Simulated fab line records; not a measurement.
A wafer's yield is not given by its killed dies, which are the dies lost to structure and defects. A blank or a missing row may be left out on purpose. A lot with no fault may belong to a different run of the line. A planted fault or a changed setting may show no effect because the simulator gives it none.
Which tool did it? + flow gf180mcu + 12 lots, 36 wafers sampled, at 2 steps of a route of 602

## WHAT THE GAUGES SHOWED, per wafer
GF_M5_CD_MEAS_07: the cd target is 280 nm.
| lot  | measured     | on       | cdNm (nm)         |
|------|--------------|----------|-------------------|
| L075 | day 26 06:19 | cdSem-02 | 278.0 277.2 278.1 |
| L077 | day 27 18:23 | cdSem-01 | 280.7 280.3 280.8 |
| L078 | day 27 21:00 | cdSem-02 | 280.7 280.9 281.2 |
| L081 | day 28 15:32 | cdSem-01 | 279.9 280.9 279.3 |
| L083 | day 29 07:56 | cdSem-02 | 279.8 280.1 279.5 |
| L085 | day 29 20:54 | cdSem-02 | 281.5 280.9 281.4 |
| L087 | day 30 06:36 | cdSem-02 | 281.4 282.3 282.0 |
| L089 | day 30 21:50 | cdSem-01 | 280.3 281.0 280.3 |
| L091 | day 31 08:32 | cdSem-02 | 283.0 282.5 282.8 |
| L093 | day 31 22:16 | cdSem-01 | 281.9 280.6 280.7 |
| L095 | day 32 07:39 | cdSem-02 | 282.5 281.6 282.6 |
| L097 | day 32 21:16 | cdSem-02 | 281.3 281.1 281.4 |

## TOOL THAT RAN EACH LOT (tool first, then ch and the chambers of the sampled wafers, then the start)
| lot  | GF_V2_STRIP_18                      |
|------|-------------------------------------|
| L075 | plasmaAsher-04 ch 0,1, day 20 07:10 |
| L077 | plasmaAsher-03 ch 0,1, day 22 02:31 |
| L078 | plasmaAsher-04 ch 0,1, day 22 03:41 |
| L081 | plasmaAsher-03 ch 0,1, day 23 01:01 |
| L083 | plasmaAsher-02 ch 0,1, day 23 20:04 |
| L085 | plasmaAsher-03 ch 0,1, day 24 13:37 |
| L087 | plasmaAsher-04 ch 0,1, day 24 23:07 |
| L089 | plasmaAsher-03 ch 0,1, day 25 17:13 |
| L091 | plasmaAsher-03 ch 0,1, day 26 06:38 |
| L093 | plasmaAsher-03 ch 0,1, day 26 21:06 |
| L095 | plasmaAsher-03 ch 0,1, day 27 09:19 |
| L097 | plasmaAsher-04 ch 0,1, day 28 00:34 |
- GF_V2_STRIP_18: strips in O2/N2.

## THE ANSWER, worked out from the rows above alone
Rule: usual is defined by the lots themselves. The widest of any qualifying gaps counts: lots, ordered by their means at a reading, are off when they make up no more than a third of the lots, leave a main group of 4 or more, and stand apart from it by 3 or more times the standard deviation of that group's means. A main group is skipped when, at the precision printed for the reading in the tables above, its means are all equal. Also off: a lot with no number at a reading for which 4 or more lots have one. Where the step has rows for the other lots, those lots are counted as sound.
Across all readings shown, no lot is off: no conclusion can be drawn from this.

## WHAT HAD BEEN PUT IN BY THE SIMULATOR
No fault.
